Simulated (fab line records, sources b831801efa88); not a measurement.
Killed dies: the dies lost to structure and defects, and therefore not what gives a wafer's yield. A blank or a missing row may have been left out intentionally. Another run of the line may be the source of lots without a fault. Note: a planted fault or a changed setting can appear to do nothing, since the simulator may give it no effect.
Which tool was responsible? -- flow sky130 -- 11 lots with 33 wafers sampled at 5 steps, on a route of 708 steps

## WHAT EACH GAUGE READ, for each wafer
SKY_VT_ADJUST_LVTN_OVL_MEAS_18.
lot,measured,on,VT_ADJUST_LVTN_01_OVL (nm)
L678,day 9 09:09,overlay-01,1.3 0.2 2.2
L680,day 9 22:58,overlay-01,-0.4 -0.8 1.0
L681,day 10 00:10,overlay-01,-1.7 -0.5 0.3
L683,day 10 15:26,overlay-01,-2.3 -1.3 -2.1
L684,day 11 02:34,overlay-01,0.4 -1.8 -1.5
L685,day 11 07:57,overlay-02,-2.0 -0.9 -0.7
L686,day 12 00:49,overlay-01,-0.3 -0.7 0.6
L689,day 12 11:49,overlay-02,-3.5 -1.1 -1.3
L690,day 12 16:59,overlay-02,0.0 0.3 1.1
L694,day 13 23:53,overlay-02,1.8 0.5 1.3
L695,day 14 05:45,overlay-02,0.5 -0.9 1.3

SKY_SD_P_TW_MEAS_11.
lot,measured,on,SD_P_TW
L678,day 27 14:58,film metro-01,2809 2821 2824
L680,day 28 15:17,film metro-04,2820 2818 2822
L681,day 28 13:49,film metro-03,2809 2820 2812
L683,day 29 02:25,film metro-04,2819 2839 2831
L684,day 29 13:23,film metro-04,2810 2836 2806
L685,day 29 21:56,film metro-04,2839 2838 2825
L686,day 30 11:56,film metro-04,2695 2702 2697
L689,day 31 03:35,film metro-03,2699 2707 2725
L690,day 31 14:53,film metro-04,2832 2837 2818
L694,day 32 18:41,film metro-03,2808 2808 2806
L695,day 32 20:59,film metro-03,2812 2796 2801

SKY_SD_N_RS_MEAS_17: the measuring method here is four-point-probe.
lot,measured,on,SD_P_RS (ohm/sq)
L678,day 30 00:43,film metro-04,147.2 147.3 147.6
L680,day 30 23:12,film metro-03,146.7 146.4 146.2
L681,day 30 21:46,film metro-03,146.9 146.7 147.2
L683,day 31 10:43,film metro-03,147.7 147.8 147.8
L684,day 31 20:16,film metro-04,147.0 147.1 147.4
L685,day 32 05:37,film metro-01,147.1 146.5 146.8
L686,day 32 19:29,film metro-03,151.3 150.7 151.0
L689,day 33 09:40,film metro-01,150.8 151.0 150.8
L690,day 33 20:38,film metro-04,147.0 147.0 146.9
L694,day 35 00:01,film metro-04,147.2 147.3 147.1
L695,day 35 02:37,film metro-03,147.0 147.1 147.6

## WHAT TOOL EACH LOT RAN ON (gives the tool, then ch and the chambers of the sampled wafers, and finally the start)
lot,SKY_SD_P_IMPLANT_09,SKY_SD_P_STRIP_10
L678,"implanter-02 ch 0, day 27 14:43","plasma asher-02 ch 0,1, day 27 14:52"
L680,"implanter-02 ch 0, day 28 15:02","plasma asher-04 ch 0,1, day 28 15:11"
L681,"implanter-01 ch 0, day 28 13:34","plasma asher-03 ch 0,1, day 28 13:43"
L683,"implanter-02 ch 0, day 29 02:11","plasma asher-02 ch 0,1, day 29 02:19"
L684,"implanter-04 ch 0, day 29 13:10","plasma asher-04 ch 1, day 29 13:17"
L685,"implanter-02 ch 0, day 29 21:41","plasma asher-04 ch 0,1, day 29 21:50"
L686,"implanter-02 ch 0, day 30 11:43","plasma asher-03 ch 0,1, day 30 11:50"
L689,"implanter-02 ch 0, day 31 03:22","plasma asher-04 ch 0,1, day 31 03:29"
L690,"implanter-04 ch 0, day 31 14:38","plasma asher-03 ch 0,1, day 31 14:47"
L694,"implanter-01 ch 0, day 32 18:28","plasma asher-04 ch 0,1, day 32 18:36"
L695,"implanter-01 ch 0, day 32 20:44","plasma asher-03 ch 0,1, day 32 20:53"
- SKY_SD_P_IMPLANT_09
- SKY_SD_P_STRIP_10: strips in O2/N2.

## WHAT THE TOOLS THEMSELVES READ (means of the sampled wafers that have a number; where no wafer has one, the mark that the record gives instead)
SKY_SD_P_IMPLANT_09.
lot,tool,beam on s (s),faraday current uA
L678,implanter-02,14.8,11077
L680,implanter-02,14.5,11326
L681,implanter-01,12.5,13035
L683,implanter-02,14.7,11196
L684,implanter-04,16.0,10299
L685,implanter-02,14.8,11148
L686,implanter-02,11.9,13739
L689,implanter-02,11.7,14077
L690,implanter-04,15.7,10444
L694,implanter-01,12.7,12871
L695,implanter-01,12.6,12936

SKY_SD_P_STRIP_10.
lot,tool,drypump motor current A (A),oes product au (a.u.),strip time to endpoint s (s)
L678,plasma asher-02,5.4,0.618,17.48
L680,plasma asher-04,5.7,0.619,17.53
L681,plasma asher-03,5.8,0.612,17.49
L683,plasma asher-02,5.3,0.617,17.51
L684,plasma asher-04,5.8,0.614,17.54
L685,plasma asher-04,5.7,0.618,17.55
L686,plasma asher-03,5.8,0.626,17.06
L689,plasma asher-04,5.7,0.630,17.09
L690,plasma asher-03,5.3,0.618,17.45
L694,plasma asher-04,5.6,0.617,17.47
L695,plasma asher-03,5.3,0.616,17.48

## THE ANSWER, worked out from the rows above alone
Rule: what is usual is taken from the lots themselves. The widest of any qualifying gaps counts: lots, ordered by their means at a reading, are off when they make up no more than a third of the lots, leave a main group of 4 or more, and stand apart from it by 3 or more times the standard deviation of that group's means. Not used: any main group whose means are identical at the precision the tables above print for the reading. Also off: a lot with no number at a reading for which 4 or more lots have one. Any other lot the step has rows for is counted as sound. The gauges are gone through in route order, then the tools' own readings, and for those a lot's mean is taken as printed above. The first step at which some lot is off is used, and at that step the reading that is off furthest; a lot without a number counts as furthest.
Off: L686, L689, at SKY_SD_P_TW_MEAS_11 (SD_P_TW). Main group: mean 2819, sd 9.8.
A tool fits if, at a process step before that reading, it ran every lot that is off, and no sound lot after the first of them. Not tried: the gauges at SKY_SD_P_TW_MEAS_11; whatever is off there is also off at SKY_SD_P_STRIP_10, on other tools, and gauge error can't account for it. One fits: implanter-02 at SKY_SD_P_IMPLANT_09. A fault onset in the window from L685 (day 29 21:41, its last sound lot) to L686 (day 30 11:43, its first lot off) fits.

## WHAT THE SIMULATOR PUT IN
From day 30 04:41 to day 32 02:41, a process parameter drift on implanter-02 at SKY_SD_P_IMPLANT_09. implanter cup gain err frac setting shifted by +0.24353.
Shown lots that were struck: L686, L689. The rule above found the same.
